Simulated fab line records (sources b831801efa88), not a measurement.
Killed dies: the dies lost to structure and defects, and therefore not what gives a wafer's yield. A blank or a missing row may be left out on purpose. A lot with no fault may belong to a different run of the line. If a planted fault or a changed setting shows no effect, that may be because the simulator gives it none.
Chamber matching ; flow sky130 ; rieDiel-02 running SKY_VIA2_ETCH_14: 4 sister chambers
The step etches BARC in N2/H2, stops on SiO2, time 45.9 s, target depth 60 nm. 14 wafers are shown with their chamber, then 7 later ones without.

== EACH WAFER AND ITS CHAMBER ==
wafer;chamber;biasW (W);rfFwdPowerW (W);oesProductAu (a.u.)
L313.1;0;100.2;494.0;0.855
L313.4;1;100.5;497.6;0.852
L313.5;3;99.9;492.6;0.855
L315.1;3;100.4;494.4;0.851
L315.4;0;100.1;492.9;0.853
L315.6;1;100.2;498.0;0.853
L317.1;1;100.3;495.6;0.855
L317.2;3;100.3;495.8;0.848
L317.3;2;99.3;493.3;0.848
L319.2;0;99.9;494.7;0.855
L319.5;0;100.3;494.7;0.852
L319.6;3;100.1;495.5;0.854
L331.1;1;99.9;500.2;0.854
L331.5;1;99.7;498.1;0.856

SIGNATURES (averages over the wafers above)
reading;chamber 0;chamber 1;chamber 2;chamber 3;scatter within a chamber
biasW;100.125;100.120;99.300;100.175;0.254
rfFwdPowerW;494.075;497.900;493.300;494.575;1.38
oesProductAu;0.85375;0.85400;0.84800;0.85200;0.00216
Rule: a wafer's distance from a chamber is the root of the sum, over the readings, of the square of ((its reading less the chamber's mean) divided by the reading's scatter). If the next closest chamber is less than 2 further off than the closest, the wafer can't be placed; otherwise it belongs to the closest. How the scatter is found: for the shown wafers, subtract from each reading the mean of its chamber, square and add these, divide the total by (wafers less chambers), then take the root.

== WAFERS WITH NO CHAMBER GIVEN ==
wafer;biasW (W);rfFwdPowerW (W);oesProductAu (a.u.)
L331.6;100.0;495.8;0.852
L333.2;99.7;496.3;0.855
L333.4;100.5;498.8;0.857
L333.6;100.6;495.2;0.854
L335.4;99.9;491.1;0.857
L335.5;100.2;495.2;0.851
L335.6;99.8;490.2;0.851

== THE CHAMBER EACH PASSED THROUGH ==
wafer;from the rows above;in truth
L331.6;can't be placed: 3 or 0 or 1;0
L333.2;can't be placed: 1 or 0 or 3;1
L333.4;can't be placed: 1 or 0 or 3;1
L333.6;can't be placed: 3 or 0 or 1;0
L335.4;can't be placed: 0 or 3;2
L335.5;can't be placed: 3 or 0 or 1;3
L335.6;can't be placed: 2 or 0 or 3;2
Placed correctly: 0 of 7. Cannot be placed on the basis of these rows: 7; the candidates contain the true chamber in 6. 0 placed wrongly.
